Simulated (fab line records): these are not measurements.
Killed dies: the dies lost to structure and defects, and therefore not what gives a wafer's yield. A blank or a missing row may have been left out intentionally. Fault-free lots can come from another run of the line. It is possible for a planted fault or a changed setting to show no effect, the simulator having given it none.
2 desks, one fault || flow sky130 || numbers are kept per desk, each desk with only its own; the story behind them comes last

== AT THE TOOL OWNER'S DESK: plasma-asher-01 ==
The tool's own readings at SKY_SD_P_STRIP_10 (strips in O2/N2): means of the sampled wafers that have a number, for each lot that ran on this tool. The brackets show how far a lot's mean lies from the usual mean; more than 4 standard deviations puts the lot out of limits, marked OUT.
Columns: A = chamber-pressure-mTorr at SKY_SD_P_STRIP_10, usual 1500.1 mTorr; B = drypump-motor-current-A at SKY_SD_P_STRIP_10, usual 5.5 A; C = oes-product-au at SKY_SD_P_STRIP_10, usual 0.619 a.u.; D = strip-time-to-endpoint-s at SKY_SD_P_STRIP_10, usual 17.45 s
{"lot": "L743", "first seen here": "day 28 13:22", "A": 1500.8, "B": 5.4, "C": 0.618, "D": 17.52}
{"lot": "L744", "first seen here": "day 28 17:26", "A": 1501.5, "B": 5.2, "C": 0.617, "D": 17.49}
{"lot": "L756", "first seen here": "day 32 02:46", "A": 1499.5, "B": 5.2, "C": 0.618, "D": 17.44}
{"lot": "L755", "first seen here": "day 32 04:31", "A": 1499.9, "B": 5.4, "C": 0.620, "D": 17.45}
This desk's finding: nothing out of limits on any of the 4 lots.

== FROM THE METROLOGY DESK ==
Means of the sampled wafers that have a number, per lot and without regard to the tool the lot ran on: this is what the gauges read. The brackets show how far a lot's mean lies from the usual mean; more than 4 standard deviations puts the lot out of limits, marked OUT.
Columns: A = LDD_N_TW at SKY_LDD_N_TW_MEAS_17, usual 2566; B = RES_XHIGH_TW at SKY_RES_XHIGH_TW_MEAS_09, usual 1636; C = SD_P_RS at SKY_SD_N_RS_MEAS_17, usual 147.3 ohm/sq; D = LI_CONTACT_BOW at SKY_LI_CONTACT_BOW_MEAS_03, usual 55 um
{"lot": "L740", "first seen here": "day 18 13:04", "A": 2553, "B": 1641, "C": 147.3, "D": 51}
{"lot": "L743", "first seen here": "day 20 23:01", "A": 2574, "B": 1644, "C": 147.6, "D": 61}
{"lot": "L745", "first seen here": "day 21 03:47", "A": 2559, "B": 1640, "C": 147.6, "D": 51}
{"lot": "L744", "first seen here": "day 21 04:27", "A": 2558, "B": 1612, "C": 146.8, "D": 53}
{"lot": "L747", "first seen here": "day 22 16:42", "A": 2573, "B": 1636, "C": 147.3, "D": 48}
{"lot": "L751", "first seen here": "day 23 22:32", "A": 2571, "B": 1639, "C": 147.4, "D": 55}
{"lot": "L752", "first seen here": "day 24 03:15", "A": 2551, "B": "30 (-99 or more) OUT", "C": "-", "D": "-"}
{"lot": "L754", "first seen here": "day 24 08:58", "A": 2550, "B": "30 (-99 or more) OUT", "C": "-", "D": "-"}
{"lot": "L753", "first seen here": "day 24 10:30", "A": 2578, "B": "30 (-99 or more) OUT", "C": "-", "D": "-"}
{"lot": "L756", "first seen here": "day 24 22:35", "A": 2550, "B": 1636, "C": 147.4, "D": 55}
{"lot": "L755", "first seen here": "day 25 00:16", "A": 2573, "B": 1651, "C": 147.8, "D": 54}
{"lot": "L758", "first seen here": "day 25 06:20", "A": 2573, "B": 1637, "C": 147.0, "D": 60}
This desk finds L752, L753, L754 out of limits, with the earliest case on L752 at day 32 13:59 (RES_XHIGH_TW at SKY_RES_XHIGH_TW_MEAS_09). In limits: L740, L743, L745, L744, L747, L751, L756, L755, L758.

== PUT TOGETHER ==
The metrology desk could have raised an alarm at day 32 13:59, on L752, L753, L754.
The desk of the tool owner found nothing out of limits.
The tool owner's desk has no number on record for L752, L753, L754.
Every lot named ran SKY_SD_P_STRIP_10 on plasma-asher-01.

== WHAT HAD BEEN PUT IN BY THE SIMULATOR ==
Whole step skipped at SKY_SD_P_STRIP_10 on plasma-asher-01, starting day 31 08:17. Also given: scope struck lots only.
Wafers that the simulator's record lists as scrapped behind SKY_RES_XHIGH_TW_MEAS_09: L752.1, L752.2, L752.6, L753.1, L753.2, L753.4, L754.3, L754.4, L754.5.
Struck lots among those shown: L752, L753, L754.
Hours from the fault's start to each desk's first reading out of limits: the metrology desk, 30.
